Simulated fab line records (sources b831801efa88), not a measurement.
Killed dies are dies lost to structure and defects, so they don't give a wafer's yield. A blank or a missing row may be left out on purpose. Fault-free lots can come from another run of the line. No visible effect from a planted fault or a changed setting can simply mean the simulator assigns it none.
A lot that was struck, set against a sound lot ; flow gf180mcu ; 36 out of 602 route steps
Sound: the wafers L969.2, L969.5, L969.6. Struck: wafers L974.2, L974.4, L974.5. The cause is given at the end.
Order at every step that has rows: each side's tool, ch and its chambers, its first start. Under that, the readings that differ: sound wafers ; struck wafers ; difference of the means ; sigmas: that difference in standard deviations of wafers without a fault.
alike: readings whose means differ by less than 2 such deviations, and words and numbers that are the same on both sides. not compared: withheld readings, readings that some wafer has no value for, bounds like >300 that may hide the same value, and numbers for which the record gives no deviation and whose values overlap.
The two part at a step that has a row with sigmas, a row that says differs or no value, or rows on one side only. Numbers that don't overlap but have no deviation are shown without sigmas and don't part them. A reading that every wafer of one side lacks parts them only if that side has two wafers or more.

first, 2 steps without rows for these wafers: GF_M1_PEB_12 (peb time 90 s); GF_M1_DEVELOP_13 (develop time 60 s).
GF_M1_CD_MEAS_14: target cd 230 nm.
  struck on cdSem-02, day 19 07:28; sound on cdSem-01, day 17 11:25
  alike: cdNm
GF_M1_OVL_MEAS_15:
  struck on overlay-01, day 19 07:34; sound on overlay-02, day 17 11:31
  alike: M1_OVL
GF_M1_METAL_ETCH_16: etches the open film in Cl2/BCl3, stops on SiO2, target depth 627.5 nm, time 104.6 s.
  sound on rieMetal-03 ch 0,1, day 17 11:32; struck on rieMetal-04 ch 0,1, day 19 07:36
  alike: bcl3FlowSccm, drypumpMotorCurrentA, oesProductAu, throttleValvePct
  not compared: rfHoursCounterH
then, 4 steps without rows for these wafers: GF_M1_STRIP_17 (strips in O2/N2); GF_M1_STRIP_18 (strips in post etch residue remover, time 1200 s); GF_M1_CLEAN_19 (cleans in DIW); GF_V1_CVD_00 (deposits SiO2, target thk 600 nm, time 100 s).
GF_V1_THK_MEAS_01:
  struck on filmMetro-02, day 19 08:19; sound on filmMetro-04, day 17 12:17
  alike: V1_CVD_00_THK
then, 1 step without rows for these wafers: GF_V1_CVD_02 (deposits SiO2 from TEOS, target thk 850 nm, time 94.851 s).
GF_V1_THK_MEAS_03:
  struck on filmMetro-04, day 19 08:27; sound on filmMetro-03, day 17 12:25
  alike: V1_CVD_02_THK
GF_V1_CMP_04: polishes SiO2.
  sound on cmp-02 ch 0,3, day 17 12:31; struck on cmp-01 ch 0,1,2, day 19 08:36
reading;sound;struck;difference;sigmas
timeToEndpointS (s);85 86 85;98 105 105;+17;+4
model.SiO2_of_V1_CVD_02.thkNm (nm);633.7 633.4 632.5;703.4 708.8 708.7;+73.8;
  alike: motorCurrentA, retainingRingPressureFrac
GF_V1_BOW_MEAS_05:
  struck on filmMetro-04, day 19 08:49; sound on filmMetro-02, day 17 12:47
  alike: V1_BOW
then, 8 steps without rows for these wafers: GF_V1_DEHYDRATE_06 (time 60 s); GF_V1_HMDS_07 (prime time 60 s); GF_V1_COAT_08; GF_V1_COAT_09 (resist thk 1000 nm); GF_V1_SOFTBAKE_10 (time 60 s); GF_V1_EXPOSE_11 (exposes mask Via1, target cd 260 nm); GF_V1_PEB_12 (peb time 90 s); GF_V1_DEVELOP_13 (develop time 60 s).
GF_V1_CD_MEAS_14: target cd 260 nm.
  struck on cdSem-02, day 20 08:45; sound on cdSem-02, day 18 12:46
  alike: cdNm
GF_V1_OVL_MEAS_15:
  struck on overlay-02, day 20 08:52; sound on overlay-01, day 18 12:52
  alike: V1_OVL
then, 1 step without rows for these wafers: GF_V1_ETCH_16 (etches BARC in N2/H2).
GF_V1_ETCH_17: etches SiO2 in C4F8/O2/Ar, stops on TiN, target depth 630 nm.
  sound on rieDiel-01 ch 1,2; struck on rieDiel-01 ch 0,1
reading;sound;struck;difference;sigmas
oesProductAu (a.u.);0.859 0.864 0.857;0.912 0.911 0.915;+0.053;+11
model.etch.depthNm (nm);633.7 633.4 632.5;703.4 708.8 708.7;+73.8;
model.V1.featureDepthNm (nm);633.7 633.4 632.5;703.4 708.8 708.7;+73.8;
then, 3 steps without rows for these wafers: GF_V1_STRIP_18 (strips in O2/N2); GF_V1_STRIP_19 (strips in post etch residue remover, time 1200 s); GF_V1_CLEAN_20 (cleans in DIW).
GF_V1_SPUTTER_21: material Ti, target thk 15 nm, time 80.02 s.
  struck on pvdSputter-01, day 20 09:35; sound on pvdSputter-04, day 18 13:54
  alike: throttleValvePct
GF_V1_SPUTTER_22: material TiN, target thk 10 nm, time 40 s.
  struck on pvdSputter-01, day 20 09:38; sound on pvdSputter-04, day 18 13:58
  alike: throttleValvePct
GF_V1_CVD_23: deposits W, target thk 350 nm, time 105.05 s.
  sound on cvdW-01 ch 0,1, day 18 14:00; struck on cvdW-02 ch 0,1, day 20 09:41
  alike: heaterPowerW
GF_V1_RS_MEAS_24: measurement is done with a four-point probe.
  struck on filmMetro-04, day 20 09:49; sound on filmMetro-04, day 18 14:08
  alike: V1_W_RS
GF_V1_THK_MEAS_25: measures by xrf.
  struck on filmMetro-04, day 20 09:55; sound on filmMetro-04, day 18 14:14
  alike: V1_W_THK
GF_V1_CMP_26: polishes, stops on SiO2, t overpolish 15 s, target thk 0 nm.
  sound on cmp-01 ch 0,2,3, day 18 14:26; struck on cmp-02 ch 0,1,2, day 20 10:01
reading;sound;struck;difference;sigmas
model.SiO2_of_V1_CVD_02.thkNm (nm);629.9 629.7 628.7;699.6 705 704.9;+73.7;
  alike: motorCurrentA, retainingRingPressureFrac
GF_M2_SPUTTER_00: material Ti, target thk 37.5 nm, time 150 s.
  struck on pvdSputter-02, day 20 10:16; sound on pvdSputter-01, day 18 14:35
  alike: throttleValvePct

## WHERE THEY PART
Earliest at GF_V1_CMP_04; latest, in this record, at GF_V1_ETCH_17. Later steps at which nothing parts them and some readings are alike: GF_V1_SPUTTER_21, GF_V1_SPUTTER_22, GF_V1_CVD_23, GF_V1_RS_MEAS_24, GF_V1_THK_MEAS_25, GF_V1_CMP_26, GF_M2_SPUTTER_00.

WHY: whatever the simulator had introduced
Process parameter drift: cmp-01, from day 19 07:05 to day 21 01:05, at GF_V1_CMP_04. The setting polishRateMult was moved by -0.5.
